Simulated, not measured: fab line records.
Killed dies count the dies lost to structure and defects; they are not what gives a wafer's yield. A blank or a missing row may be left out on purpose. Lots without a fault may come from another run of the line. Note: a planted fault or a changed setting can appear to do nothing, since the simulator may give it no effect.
Which tool is to blame? / flow gf180mcu / Sampling: 13 lots, 39 wafers, 3 of 602 route steps

## WHAT EACH GAUGE READ, for each wafer
GF_V2_THK_MEAS_25: measures by xrf. Usual: V2_W_THK gives 343 nm (standard deviation 3.8).
lot=L478; measured=day 20 20:50; on=film_metro-02; V2_W_THK (nm)=338 340 326; flag=
lot=L480; measured=day 21 14:05; on=film_metro-02; V2_W_THK (nm)=345 342 343; flag=
lot=L482; measured=day 22 08:47; on=film_metro-04; V2_W_THK (nm)=342 344 348; flag=
lot=L490; measured=day 25 05:00; on=film_metro-02; V2_W_THK (nm)=347 344 348; flag=
lot=L492; measured=day 25 17:30; on=film_metro-04; V2_W_THK (nm)=342 343 341; flag=
lot=L493; measured=day 26 02:03; on=film_metro-01; V2_W_THK (nm)=345 340 341; flag=
lot=L494; measured=day 26 16:00; on=film_metro-02; V2_W_THK (nm)=341 342 342; flag=
lot=L495; measured=day 26 18:52; on=film_metro-04; V2_W_THK (nm)=346 346 344; flag=
lot=L496; measured=day 27 03:29; on=film_metro-02; V2_W_THK (nm)=345 346 344; flag=
lot=L497; measured=day 27 10:22; on=film_metro-04; V2_W_THK (nm)=341 339 341; flag=
lot=L498; measured=day 27 18:34; on=film_metro-02; V2_W_THK (nm)=343 346 352; flag=
lot=L499; measured=day 27 20:45; on=film_metro-01; V2_W_THK (nm)=345 345 342; flag=
lot=L500; measured=day 28 06:15; on=film_metro-01; V2_W_THK (nm)=341 340 344; flag=

GF_V3_OVL_MEAS_15. Usual: V3_OVL gives -3 nm (standard deviation 5.5).
lot=L478; measured=day 22 22:13; on=overlay-01; V3_OVL (nm)=-8 -2 -9; flag=
lot=L480; measured=day 23 14:28; on=overlay-02; V3_OVL (nm)=-10 0 3; flag=
lot=L482; measured=day 24 08:06; on=overlay-02; V3_OVL (nm)=-1 1 4; flag=
lot=L490; measured=day 27 00:41; on=overlay-02; V3_OVL (nm)=-13 -14 -6; flag=
lot=L492; measured=day 27 13:25; on=overlay-01; V3_OVL (nm)=0 1 -6; flag=
lot=L493; measured=day 27 21:56; on=overlay-01; V3_OVL (nm)=0 3 -5; flag=
lot=L494; measured=day 28 09:38; on=overlay-02; V3_OVL (nm)=-8 -9 -8; flag=
lot=L495; measured=day 28 13:42; on=overlay-02; V3_OVL (nm)=-6 -4 4; flag=
lot=L496; measured=day 28 21:36; on=overlay-01; V3_OVL (nm)=3 0 5; flag=
lot=L497; measured=day 29 04:08; on=overlay-01; V3_OVL (nm)=1 -1 -1; flag=
lot=L498; measured=day 29 10:56; on=overlay-02; V3_OVL (nm)=0 2 5; flag=
lot=L499; measured=day 29 13:57; on=overlay-02; V3_OVL (nm)=-3 0 4; flag=
lot=L500; measured=day 29 21:59; on=overlay-02; V3_OVL (nm)=-1 -6 1; flag=

## WHAT TOOL EACH LOT RAN ON (gives the tool, then ch and the chambers of the sampled wafers, and finally the start)
lot=L478; GF_V2_CMP_26=cmp-02 ch 1,2, day 20 20:57
lot=L480; GF_V2_CMP_26=cmp-02 ch 0,1, day 21 14:08
lot=L482; GF_V2_CMP_26=cmp-02 ch 1,3, day 22 08:52
lot=L490; GF_V2_CMP_26=cmp-01 ch 0,1, day 25 05:03
lot=L492; GF_V2_CMP_26=cmp-01 ch 1,2, day 25 17:37
lot=L493; GF_V2_CMP_26=cmp-02 ch 2,3, day 26 02:06
lot=L494; GF_V2_CMP_26=cmp-01 ch 1,2,3, day 26 16:04
lot=L495; GF_V2_CMP_26=cmp-02 ch 0,2, day 26 18:55
lot=L496; GF_V2_CMP_26=cmp-02 ch 0,1,3, day 27 03:35
lot=L497; GF_V2_CMP_26=cmp-01 ch 0,1,3, day 27 10:25
lot=L498; GF_V2_CMP_26=cmp-01 ch 2,3, day 27 18:36
lot=L499; GF_V2_CMP_26=cmp-02 ch 2,3, day 27 20:48
lot=L500; GF_V2_CMP_26=cmp-01 ch 0,1,3, day 28 06:19
- GF_V2_CMP_26: polishes, stops on SiO2, t overpolish 15 s, target thk 0 nm.

## AS READ BY THE TOOLS THEMSELVES (means over the sampled wafers that have a number; for cases with no such wafer, the mark the record gives instead)
GF_V2_CMP_26. Usual: edge_zone_pressure_frac 1.000, standard deviation 0.0054; motor_current_A 10.9 A, standard deviation 0.88; overpolish_run_s 15.001 s, standard deviation 0.0087; time_to_endpoint_s 83 s, standard deviation 3.3.
lot=L478; tool=cmp-02; edge_zone_pressure_frac=1.001; motor_current_A (A)=11.3; overpolish_run_s (s)=14.997; time_to_endpoint_s (s)=79; flag=
lot=L480; tool=cmp-02; edge_zone_pressure_frac=0.999; motor_current_A (A)=10.5; overpolish_run_s (s)=15.005; time_to_endpoint_s (s)=83; flag=
lot=L482; tool=cmp-02; edge_zone_pressure_frac=0.995; motor_current_A (A)=10.6; overpolish_run_s (s)=15.007; time_to_endpoint_s (s)=83; flag=
lot=L490; tool=cmp-01; edge_zone_pressure_frac=1.001; motor_current_A (A)=11.3; overpolish_run_s (s)=15.004; time_to_endpoint_s (s)=80; flag=
lot=L492; tool=cmp-01; edge_zone_pressure_frac=1.004; motor_current_A (A)=11.0; overpolish_run_s (s)=15.006; time_to_endpoint_s (s)=79; flag=
lot=L493; tool=cmp-02; edge_zone_pressure_frac=0.998; motor_current_A (A)=11.0; overpolish_run_s (s)=15.000; time_to_endpoint_s (s)=87; flag=
lot=L494; tool=cmp-01; edge_zone_pressure_frac=0.995; motor_current_A (A)=11.3; overpolish_run_s (s)=15.004; time_to_endpoint_s (s)=82; flag=
lot=L495; tool=cmp-02; edge_zone_pressure_frac=1.004; motor_current_A (A)=10.4; overpolish_run_s (s)=14.994; time_to_endpoint_s (s)=83; flag=
lot=L496; tool=cmp-02; edge_zone_pressure_frac=0.999; motor_current_A (A)=10.3; overpolish_run_s (s)=15.002; time_to_endpoint_s (s)=83; flag=
lot=L497; tool=cmp-01; edge_zone_pressure_frac=0.996; motor_current_A (A)=11.5; overpolish_run_s (s)=14.998; time_to_endpoint_s (s)=83; flag=
lot=L498; tool=cmp-01; edge_zone_pressure_frac=1.002; motor_current_A (A)=11.7; overpolish_run_s (s)=15.002; time_to_endpoint_s (s)=82; flag=
lot=L499; tool=cmp-02; edge_zone_pressure_frac=1.000; motor_current_A (A)=11.0; overpolish_run_s (s)=14.997; time_to_endpoint_s (s)=89; flag=
lot=L500; tool=cmp-01; edge_zone_pressure_frac=1.000; motor_current_A (A)=11.4; overpolish_run_s (s)=14.993; time_to_endpoint_s (s)=79; flag=

## THE ANSWER, worked out from the rows above alone
Rule: a lot is off if the mean of its wafers that have a number lies more than 3 standard deviations from the usual mean. Also off: a lot with no number at a reading for which 4 or more lots have one. All remaining lots with rows at the step are treated as sound. The gauges are gone through in route order, then the tools' own readings, and for those a lot's mean is taken as printed above. The first step at which some lot is off is used, and at that step the reading that is off furthest; a lot without a number counts as furthest.
No lot is off on any of the readings shown, so nothing can be concluded from this.

## WHAT THE SIMULATOR PUT IN
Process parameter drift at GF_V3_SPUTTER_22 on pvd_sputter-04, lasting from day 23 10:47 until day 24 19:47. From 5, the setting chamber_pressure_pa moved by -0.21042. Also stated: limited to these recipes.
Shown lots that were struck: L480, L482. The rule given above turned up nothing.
